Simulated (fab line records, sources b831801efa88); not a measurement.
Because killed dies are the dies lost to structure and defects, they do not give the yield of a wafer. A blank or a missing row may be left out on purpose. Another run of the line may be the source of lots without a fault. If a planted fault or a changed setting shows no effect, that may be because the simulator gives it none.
Which tool was responsible?	flow gf180mcu	Sampling: 12 lots, 36 wafers, 3 of 602 route steps

## WHAT THE GAUGES READ, wafer by wafer
GF_V5_CD_MEAS_14 targets a cd of 260 nm.
lot	measured	on	cd_nm (nm)
L424	day 27 09:58	cd_sem-01	260.0 258.4 259.7
L425	day 27 15:20	cd_sem-01	261.5 260.3 260.1
L426	day 28 04:10	cd_sem-01	259.0 259.3 258.9
L427	day 28 13:55	cd_sem-01	258.9 260.2 259.4
L429	day 29 08:16	cd_sem-01	260.3 258.0 258.8
L431	day 29 15:51	cd_sem-02	260.3 259.8 259.5
L432	day 29 17:58	cd_sem-02	259.8 260.7 259.5
L433	day 30 08:18	cd_sem-01	259.8 260.2 259.5
L442	day 32 14:51	cd_sem-02	260.7 260.7 261.0
L443	day 32 20:48	cd_sem-02	260.9 260.7 262.2
L444	day 33 00:28	cd_sem-02	269.3 269.1 268.3
L445	day 33 08:07	cd_sem-02	269.3 269.0 268.3

## EACH LOT AND THE TOOL THAT RAN IT (in order: tool; ch and the chambers of the sampled wafers; start)
lot	GF_MIM_SPUTTER_02	GF_V5_PEB_12
L424	pvd_sputter-03, day 24 15:20	litho_track-03 ch 0, day 27 09:38
L425	pvd_sputter-04, day 25 00:14	litho_track-04 ch 0, day 27 14:59
L426	pvd_sputter-04, day 25 12:44	litho_track-04 ch 0, day 28 03:49
L427	pvd_sputter-04, day 25 22:29	litho_track-01 ch 0, day 28 13:34
L429	pvd_sputter-04, day 26 19:28	litho_track-01 ch 0, day 29 07:55
L431	pvd_sputter-03, day 27 04:11	litho_track-03 ch 0, day 29 15:30
L432	pvd_sputter-03, day 27 05:39	litho_track-01 ch 0, day 29 17:38
L433	pvd_sputter-04, day 27 20:18	litho_track-03 ch 0, day 30 07:57
L442	pvd_sputter-03, day 30 09:40	litho_track-03 ch 0, day 32 14:28
L443	pvd_sputter-01, day 30 15:35	litho_track-03 ch 0, day 32 20:27
L444	pvd_sputter-03, day 30 19:37	litho_track-03 ch 0, day 33 00:08
L445	pvd_sputter-04, day 31 04:25	litho_track-03 ch 0, day 33 07:47
- GF_MIM_SPUTTER_02: material AlCu, target thk 450 nm, time 23.9 s.
- GF_V5_PEB_12: peb time 90 s.

## WHAT THE TOOLS THEMSELVES READ (means of the sampled wafers that have a number; where no wafer has one, the mark that the record gives instead)
GF_MIM_SPUTTER_02.
lot	tool	throttle_valve_pct (%)
L424	pvd_sputter-03	29.6
L425	pvd_sputter-04	29.7
L426	pvd_sputter-04	29.5
L427	pvd_sputter-04	30.2
L429	pvd_sputter-04	29.5
L431	pvd_sputter-03	29.8
L432	pvd_sputter-03	29.8
L433	pvd_sputter-04	29.7
L442	pvd_sputter-03	30.3
L443	pvd_sputter-01	29.8
L444	pvd_sputter-03	30.2
L445	pvd_sputter-04	29.4

GF_V5_PEB_12.
lot	tool	heater_power_total_W (W)	plate_temp_C (C)
L424	litho_track-03	85.72	134.79
L425	litho_track-04	85.68	135.03
L426	litho_track-04	85.69	134.95
L427	litho_track-01	85.77	134.90
L429	litho_track-01	85.70	135.19
L431	litho_track-03	85.70	134.94
L432	litho_track-01	85.67	134.98
L433	litho_track-03	85.64	135.02
L442	litho_track-03	85.74	134.99
L443	litho_track-03	85.60	135.12
L444	litho_track-03	88.97	139.09
L445	litho_track-03	89.04	138.98

## THE ANSWER, worked out from the rows above alone
Rule: usual is defined by the lots themselves. The widest of any qualifying gaps counts: lots, ordered by their means at a reading, are off when they make up no more than a third of the lots, leave a main group of 4 or more, and stand apart from it by 3 or more times the standard deviation of that group's means. If all means in a main group match to the digits the tables above print for the reading, that group is not used. A lot without any number at a reading at which 4 lots or more have one is off too. The other lots that the step has rows for count as sound. First the gauges in route order, then the tools' own readings, where a lot's mean is used as printed above. The first step at which some lot is off is used, and at that step the reading that is off furthest; a lot without a number counts as furthest.
Off: L444, L445 (GF_V5_CD_MEAS_14, cd_nm). The main group: mean 259.9 nm, standard deviation 0.71.
If a tool, at a process step before that reading, ran all the lots that are off and no sound lot after the first of them, it fits. Not tried: the gauges at GF_V5_CD_MEAS_14; whatever is off there is also off at GF_V5_PEB_12, on other tools, and gauge error can't account for it. One candidate fits, namely litho_track-03 at GF_V5_PEB_12. A fault onset in the window from L443 (day 32 20:27, its last sound lot) to L444 (day 33 00:08, its first lot off) fits.
The tool's own readings at GF_V5_PEB_12 bear it out: on the lots that are off they differ by more than 5 times the standard deviation of the sound lots' means. heater_power_total_W reads 89.00 W there against 85.69 W on the sound lots; plate_temp_C reads 139.03 C there against 134.99 C on the sound lots.

## WHAT THE SIMULATOR PUT IN
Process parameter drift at GF_V5_PEB_12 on litho_track-03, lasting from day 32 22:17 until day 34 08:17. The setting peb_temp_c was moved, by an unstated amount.
Shown lots that were struck: L444, L445. Same finding as the rule above.
